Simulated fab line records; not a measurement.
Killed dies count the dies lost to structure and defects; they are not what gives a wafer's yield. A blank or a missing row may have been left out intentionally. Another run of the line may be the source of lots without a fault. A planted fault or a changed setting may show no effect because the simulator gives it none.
fab line records    flow gf180mcu
[record] lots = 13  wafers = 39  last_day = 34
route steps=602 shown MIM@523 TOP_METAL@578
lots untouched by any fault: they come from a run of this same line in which no faults occurred
start_h: the number of hours between the record's first day and the start of the first shown wafer of the lot    wait_h: how many hours have passed since the lot's step before this one    " as in the row above    L1.1+2: several wafers, shown together as one row    - no value, or no start given    * or withheld: withheld    < > ~ a bound
route shown NAME@n: NAME is a module with steps in the file, n the number in the route of the first one    usual: average and standard deviation across the fault-free wafers    same: alike in all rows    chamber/n: place in a boat    sites: readings site by site    _std_site: standard deviation of those values    _edge_site: inner sites' mean taken away from outer sites' mean    radius_mm: for every site, how far away it sits from the centre of the wafer    mask NAME#n: copy n    behind: tool/chamber where the wafer was last shaped    hold: cause of the lot's hold/its duration in hours/its outcome    device: the n, p or np transistor that did not switch    end of line: the same wafers' tests at the end of the route    a step without rows: its recipe alone    killed: not the wafer's yield, but the dies lost to structure and defects at the first sort    map: per-die view of a wafer (x killed, . not killed, _ where there is no die)
set.NAME: the setting as run; set.NAME@STEP: as run at that earlier step    model.NAME: the simulator's own value behind a step, which no gauge read
the route's steps for a sample of lots (tables are steps, rows are wafers)
services: from which hour (start_h, from the record's first day; less than 0 if before it) a tool's chamber was out of use, for how many hours, and why
[[steps]]
[step GF_MIM_STRIP_20]
[recipe] chemistry = O2/N2  power_w = 1400  pressure_mtorr = 1500  platen_temp_c = 250  o2_flow_sccm = 3000  n2_flow_sccm = 300  overash_fraction = 0.5
[usual] drypump_motor_current_A = 5.7/0.47  heater_power_w = 325/23  oes_product_au = 0.692/0.0045  platen_temp_c = 249.99/0.17  strip_time_to_endpoint_s = 11.23/0.039
lot.wafer  tool             chamber  start_h  wait_h  drypump_motor_current_A  heater_power_w  oes_product_au  platen_temp_c  rf_hours_counter_h  strip_time_to_endpoint_s
L502.1     plasma_asher-01  0        583.70   0.1     5.6                      309             0.688           250.22         17                  11.18
L502.2     "                1        "        "       5.0                      354             0.691           250.04         17                  11.24
L502.4     "                0        "        "       5.6                      320             0.689           249.84         -                   11.26
L503.2     plasma_asher-01  1        592.54   0.0     5.0                      355             0.693           250.19         17                  11.26
L503.4     "                1        "        "       5.0                      357             0.690           249.84         -                   11.29
L503.6     "                1        "        "       5.0                      351             0.696           250.04         -                   11.29
L505.2     plasma_asher-03  1        609.40   0.0     6.0                      305             0.693           249.92         51                  11.23
L505.3     "                0        "        "       5.7                      321             0.693           250.13         -                   11.17
L505.6     "                0        "        "       5.7                      308             0.690           250.15         -                   11.15
L506.1     plasma_asher-01  0        615.85   0.1     5.6                      317             0.688           249.71         20                  11.29
L506.2     "                1        "        "       5.0                      350             0.688           249.94         20                  11.25
L506.5     "                1        "        "       5.0                      350             0.692           250.06         -                   11.27
L508.1     plasma_asher-03  0        637.53   0.0     5.7                      308             0.690           249.94         55                  11.26
L508.2     "                1        "        "       6.0                      305             0.697           250.03         55                  11.25
L508.3     "                0        "        "       5.7                      306             0.683           250.18         -                   11.28
L511.2     plasma_asher-03  1        662.39   0.0     6.0                      310             0.689           250.14         58                  11.21
L511.3     "                1        "        "       6.0                      306             0.691           249.94         -                   11.22
L511.6     "                0        "        "       5.7                      312             0.685           250.05         -                   11.25
L518.1     plasma_asher-02  0        701.68   0.0     5.4                      315             0.687           250.01         96                  11.17
L518.2     "                1        "        "       6.6                      372             0.692           249.75         96                  11.21
L518.6     "                0        "        "       5.5                      307             0.694           249.93         -                   11.22
L520.1     plasma_asher-01  1        713.33   0.0     5.0                      355             0.689           249.92         31                  11.28
L520.3     "                0        "        "       5.6                      305             0.694           249.96         -                   11.25
L520.6     "                1        "        "       5.0                      356             0.695           249.92         -                   11.24
L521.3     plasma_asher-02  1        719.68   0.1     6.6                      360             0.681           249.68         -                   11.22
L521.4     "                0        "        "       5.5                      315             0.696           250.07         -                   11.19
L521.5     "                0        "        "       5.5                      298             0.688           250.18         -                   11.19
L522.2     plasma_asher-03  0        724.54   0.0     5.7                      314             0.694           250.03         64                  11.27
L522.4     "                0        "        "       5.7                      315             0.697           249.98         -                   11.23
L522.5     "                0        "        "       5.7                      317             0.694           250.02         -                   11.28
L523.2     plasma_asher-02  1        730.63   0.0     6.6                      365             0.692           250.17         99                  11.23
L523.5     "                1        "        "       6.6                      361             0.699           250.12         -                   11.28
L523.6     "                0        "        "       5.5                      311             0.697           250.15         -                   11.25
L524.1     plasma_asher-03  0        736.94   0.0     5.7                      314             0.694           250.23         65                  11.22
L524.3     "                0        "        "       5.7                      311             0.692           250.23         -                   11.24
L524.4     "                1        "        "       6.0                      304             0.696           250.06         -                   11.24
L525.4     plasma_asher-02  0        739.08   0.1     5.5                      307             0.698           250.42         -                   11.27
L525.5     "                1        "        "       6.6                      372             0.702           249.93         -                   11.26
L525.6     "                0        "        "       5.5                      312             0.689           250.24         -                   11.28
[step GF_TOP_METAL_EXPOSE_11]
[recipe] mask_id = MetalTop  target_cd_nm = 440  na = 0.6  source_shape = conventional  sigma_outer = 0.6  dose_mj = 170
[usual] exposure_dose_mJ_cm2 = 169.80/0.17
lot.wafer  tool              chamber  start_h  wait_h  mask        exposure_dose_mJ_cm2
L502.1     iline_stepper-02  0        640.55   -       MetalTop#0  169.84
L502.2     "                 0        "        "       MetalTop#0  169.84
L502.4     "                 0        "        "       MetalTop#0  169.79
L503.2     iline_stepper-02  0        647.00   -       MetalTop#0  169.57
L503.4     "                 0        "        "       MetalTop#0  169.77
L503.6     "                 0        "        "       MetalTop#0  169.63
L505.2     iline_stepper-02  0        668.89   -       MetalTop#0  169.76
L505.3     "                 0        "        "       MetalTop#0  169.65
L505.6     "                 0        "        "       MetalTop#0  169.84
L506.1     iline_stepper-02  0        669.83   -       MetalTop#0  170.04
L506.2     "                 0        "        "       MetalTop#0  169.81
L506.5     "                 0        "        "       MetalTop#0  169.87
L508.1     iline_stepper-01  0        689.11   -       MetalTop#0  169.93
L508.2     "                 0        "        "       MetalTop#0  169.82
L508.3     "                 0        "        "       MetalTop#0  169.83
L511.2     iline_stepper-02  0        713.20   -       MetalTop#0  164.89
L511.3     "                 0        "        "       MetalTop#0  165.05
L511.6     "                 0        "        "       MetalTop#0  164.87
L518.1     iline_stepper-01  0        748.88   -       MetalTop#0  169.73
L518.2     "                 0        "        "       MetalTop#0  169.69
L518.6     "                 0        "        "       MetalTop#0  169.52
L520.1     iline_stepper-01  0        760.03   -       MetalTop#0  169.87
L520.3     "                 0        "        "       MetalTop#0  170.20
L520.6     "                 0        "        "       MetalTop#0  170.06
L521.3     iline_stepper-02  0        765.49   -       MetalTop#0  169.79
L521.4     "                 0        "        "       MetalTop#0  169.67
L521.5     "                 0        "        "       MetalTop#0  169.99
L522.2     iline_stepper-02  0        769.80   -       MetalTop#0  169.37
L522.4     "                 0        "        "       MetalTop#0  169.60
L522.5     "                 0        "        "       MetalTop#0  169.76
L523.2     iline_stepper-02  0        776.30   -       MetalTop#0  169.94
L523.5     "                 0        "        "       MetalTop#0  169.61
L523.6     "                 0        "        "       MetalTop#0  169.86
L524.1     iline_stepper-02  0        780.77   -       MetalTop#0  169.80
L524.3     "                 0        "        "       MetalTop#0  169.85
L524.4     "                 0        "        "       MetalTop#0  169.82
L525.4     iline_stepper-02  0        783.69   -       MetalTop#0  169.34
L525.5     "                 0        "        "       MetalTop#0  169.76
L525.6     "                 0        "        "       MetalTop#0  169.67
[step GF_TOP_METAL_CD_MEAS_14]
[recipe] target_cd_nm = 440
[usual] cd_nm = 440.2/2.2
lot.wafer  tool       chamber  start_h  wait_h  cd_nm
L502.1     cd_sem-01  -        650.18   0.1     441.3
L502.2     "          -        "        "       442.0
L502.4     "          -        "        "       442.0
L503.2     cd_sem-02  -        656.75   0.1     443.6
L503.4     "          -        "        "       443.1
L503.6     "          -        "        "       443.7
L505.2     cd_sem-01  -        678.55   0.1     441.6
L505.3     "          -        "        "       439.4
L505.6     "          -        "        "       441.1
L506.1     cd_sem-02  -        679.18   0.1     440.6
L506.2     "          -        "        "       443.7
L506.5     "          -        "        "       440.9
L508.1     cd_sem-02  -        698.48   0.1     440.6
L508.2     "          -        "        "       440.7
L508.3     "          -        "        "       441.2
L511.2     cd_sem-02  -        722.15   0.1     368.7
L511.3     "          -        "        "       424.3
L511.6     "          -        "        "       387.1
L518.1     cd_sem-02  -        756.57   0.1     436.0
L518.2     "          -        "        "       438.4
L518.6     "          -        "        "       437.7
L520.1     cd_sem-01  -        767.48   0.1     440.9
L520.3     "          -        "        "       441.1
L520.6     "          -        "        "       442.5
L521.3     cd_sem-01  -        773.62   0.1     437.2
L521.4     "          -        "        "       438.2
L521.5     "          -        "        "       440.0
L522.2     cd_sem-02  -        776.77   0.1     441.8
L522.4     "          -        "        "       441.7
L522.5     "          -        "        "       441.2
L523.2     cd_sem-01  -        783.70   0.1     440.6
L523.5     "          -        "        "       438.6
L523.6     "          -        "        "       440.5
L524.1     cd_sem-02  -        788.47   0.1     440.0
L524.3     "          -        "        "       438.1
L524.4     "          -        "        "       438.9
L525.4     cd_sem-01  -        791.39   0.1     436.7
L525.5     "          -        "        "       436.7
L525.6     "          -        "        "       436.9
[step GF_TOP_METAL_OVL_MEAS_15]
[usual] TOP_METAL_OVL = 0.1/1.4
lot.wafer  tool        chamber  start_h  wait_h  TOP_METAL_OVL[nm]
L502.1     overlay-01  -        650.30   0.1     2.5
L502.2     "           -        "        "       3.0
L502.4     "           -        "        "       0.7
L503.2     overlay-01  -        656.85   0.1     2.3
L503.4     "           -        "        "       1.4
L503.6     "           -        "        "       1.6
L505.2     overlay-01  -        678.66   0.1     0.0
L505.3     "           -        "        "       -1.1
L505.6     "           -        "        "       0.6
L506.1     overlay-02  -        679.30   0.1     -1.1
L506.2     "           -        "        "       0.1
L506.5     "           -        "        "       -0.4
L508.1     overlay-01  -        698.60   0.1     -1.1
L508.2     "           -        "        "       -1.3
L508.3     "           -        "        "       -1.0
L511.2     overlay-01  -        722.25   0.1     0.3
L511.3     "           -        "        "       0.0
L511.6     "           -        "        "       1.0
L518.1     overlay-01  -        756.69   0.1     0.4
L518.2     "           -        "        "       0.3
L518.6     "           -        "        "       -1.2
L520.1     overlay-02  -        767.60   0.1     -3.6
L520.3     "           -        "        "       -3.5
L520.6     "           -        "        "       -1.8
L521.3     overlay-02  -        773.71   0.1     -2.6
L521.4     "           -        "        "       -0.9
L521.5     "           -        "        "       1.1
L522.2     overlay-01  -        776.88   0.1     2.0
L522.4     "           -        "        "       0.8
L522.5     "           -        "        "       2.3
L523.2     overlay-01  -        783.80   0.1     1.4
L523.5     "           -        "        "       0.6
L523.6     "           -        "        "       -1.8
L524.1     overlay-02  -        788.59   0.1     -2.4
L524.3     "           -        "        "       -2.7
L524.4     "           -        "        "       -1.5
L525.4     overlay-01  -        791.47   0.1     -0.5
L525.5     "           -        "        "       0.7
L525.6     "           -        "        "       1.5
[step GF_TOP_METAL_METAL_ETCH_16]
[recipe] chemistry = Cl2/BCl3  mask_material = NOVOLAK  target_depth_nm = 1077.5  stop_on = SiO2  pressure_mtorr = 8  icp_w = 800  bias_w = 140  Cl2_flow_sccm = 80  bcl3_flow_sccm = 40  time_s = 179.6
[usual] drypump_motor_current_A = 5.9/0.5  mfc_cl2_sccm = 80.06/0.27  oes_product_au = 0.963/0.006  rf_fwd_power_W = 797.3/2.6  throttle_valve_pct = 28.259/0.01
lot.wafer  tool          chamber  start_h  wait_h  drypump_motor_current_A  mfc_cl2_sccm  oes_product_au  rf_fwd_power_W  rf_hours_counter_h  throttle_valve_pct
L502.1     rie_metal-01  1        650.33   0.0     6.2                      80.05         0.964           800.6           10                  28.242
L502.2     "             0        "        "       6.7                      80.26         0.964           791.1           2                   28.250
L502.4     "             0        "        "       6.7                      80.50         0.963           795.5           -                   28.259
L503.2     rie_metal-01  0        656.88   0.0     6.6                      80.15         0.963           802.3           2                   28.257
L503.4     "             0        "        "       6.7                      79.88         0.965           795.0           -                   28.250
L503.6     "             1        "        "       6.3                      80.25         0.965           798.3           -                   28.258
L505.2     rie_metal-03  1        678.69   0.0     6.2                      79.99         0.966           801.6           9                   28.265
L505.3     "             1        "        "       6.2                      79.65         0.958           804.0           -                   28.263
L505.6     "             0        "        "       5.1                      80.32         0.959           794.5           -                   28.252
L506.1     rie_metal-01  0        679.34   0.0     6.7                      80.16         0.962           792.5           3                   28.265
L506.2     "             1        "        "       6.3                      79.92         0.952           792.8           11                  28.255
L506.5     "             1        "        "       6.3                      79.83         0.966           794.4           -                   28.262
L508.1     rie_metal-03  0        698.63   0.0     5.1                      80.29         0.975           799.3           12                  28.259
L508.2     "             1        "        "       6.2                      80.13         0.961           794.3           10                  28.266
L508.3     "             0        "        "       5.2                      80.15         0.969           799.0           -                   28.246
L511.2     rie_metal-01  1        722.28   0.0     6.3                      79.94         0.966           798.2           13                  28.254
L511.3     "             0        "        "       6.7                      79.72         0.961           797.5           -                   28.250
L511.6     "             1        "        "       6.3                      80.14         0.964           798.4           -                   28.260
L518.1     rie_metal-04  1        756.73   0.0     5.6                      80.08         0.970           798.5           9                   28.260
L518.2     "             0        "        "       5.7                      79.69         0.967           797.0           7                   28.257
L518.6     "             1        "        "       5.6                      80.30         0.970           795.6           -                   28.269
L520.1     rie_metal-03  1        767.63   0.0     6.2                      80.48         0.970           799.3           14                  28.251
L520.3     "             0        "        "       5.2                      79.87         0.957           796.1           -                   28.264
L520.6     "             0        "        "       5.2                      80.13         0.963           800.5           -                   28.279
L521.3     rie_metal-03  0        773.80   0.1     5.2                      80.41         0.967           798.7           -                   28.279
L521.4     "             1        "        "       6.2                      80.02         0.973           801.5           -                   28.242
L521.5     "             0        "        "       5.1                      80.31         0.959           798.8           -                   28.239
L522.2     rie_metal-03  1        776.91   0.0     6.2                      80.71         0.952           796.9           14                  28.253
L522.4     "             1        "        "       6.2                      80.61         0.961           799.4           -                   28.250
L522.5     "             0        "        "       5.2                      79.94         0.965           801.7           -                   28.260
L523.2     rie_metal-03  0        783.83   0.0     5.2                      80.03         0.954           793.9           2                   28.267
L523.5     "             1        "        "       6.2                      80.13         0.959           798.8           -                   28.274
L523.6     "             0        "        "       5.2                      79.79         0.967           794.5           -                   28.255
L524.1     rie_metal-01  1        788.63   0.0     6.3                      80.55         0.967           796.6           2                   28.243
L524.3     "             0        "        "       6.6                      79.90         0.961           800.5           -                   28.268
L524.4     "             1        "        "       6.3                      80.09         0.960           797.4           -                   28.262
L525.4     rie_metal-01  0        791.55   0.1     6.7                      80.18         0.964           799.1           -                   28.238
L525.5     "             0        "        "       6.6                      79.96         0.962           795.3           -                   28.265
L525.6     "             1        "        "       6.3                      79.85         0.963           794.1           -                   28.253
[[services]]
tool              chamber  start_h  hours  kind
iline_stepper-01  -        570.14   1.5    repair
iline_stepper-02  -        588.34   4.4    pm
rie_metal-01      0        594.89   -      clean
rie_metal-01      0        594.89   15.9   scheduled_down
rie_metal-01      0        594.89   15.9   vent_cycle
rie_metal-04      -        597.80   0.3    repair
iline_stepper-01  -        627.25   1.7    pm
plasma_asher-02   -        634.29   4.3    pm
rie_metal-03      0        654.81   15.0   repair
iline_stepper-01  -        655.38   3.9    repair
plasma_asher-01   -        666.75   0.5    repair
iline_stepper-01  -        667.60   4.4    pm
rie_metal-03      1        668.33   4.0    repair
rie_metal-04      -        678.57   2.8    pm
plasma_asher-02   -        680.62   3.0    repair
iline_stepper-02  -        682.64   1.7    pm
rie_metal-03      0        716.95   -      clean
rie_metal-03      0        716.95   17.1   scheduled_down
rie_metal-03      0        716.95   17.1   vent_cycle
plasma_asher-02   -        736.15   2.8    pm
rie_metal-01      1        736.40   -      clean
rie_metal-01      1        736.40   16.7   scheduled_down
iline_stepper-02  -        745.62   18.1   repair
iline_stepper-02  0        748.69   -      calibration
[[key]]
[first_sign] step = GF_TOP_METAL_EXPOSE_11  reading = exposure_dose_mJ_cm2  direction = down  sigmas = 28  usual = 169.80  struck = 164.94
[effect] step = GF_TOP_METAL_CD_MEAS_14  reading = cd_nm  direction = down  sigmas = 21  usual = 440.2  struck = 393.4  through = control_loop
met_at GF_TOP_METAL_EXPOSE_11
struck_lots L511
sort_left_out L511.2,L511.3,L511.6
[loop_trim] step = GF_TOP_METAL_EXPOSE_11  setting = dose  lots = L511
not_acting_at GF_MIM_STRIP_20,GF_TOP_METAL_OVL_MEAS_15,GF_TOP_METAL_METAL_ETCH_16
onset_between 669.83 713.20
[fault] kind = process_parameter_drift  tool = iline_stepper-02  chamber = -  onset_h = 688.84  steps = GF_TOP_METAL_EXPOSE_11  channel = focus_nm  offset = 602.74  spread_by_wafer = 0.3  shape = step  end_h = 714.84
// sort_left_out: the simulated sort isn't trusted on such a fault, so these wafers' sort isn't shown, and their yield isn't known
// loop_trim: a control loop set the setting to another value than it would have without faults
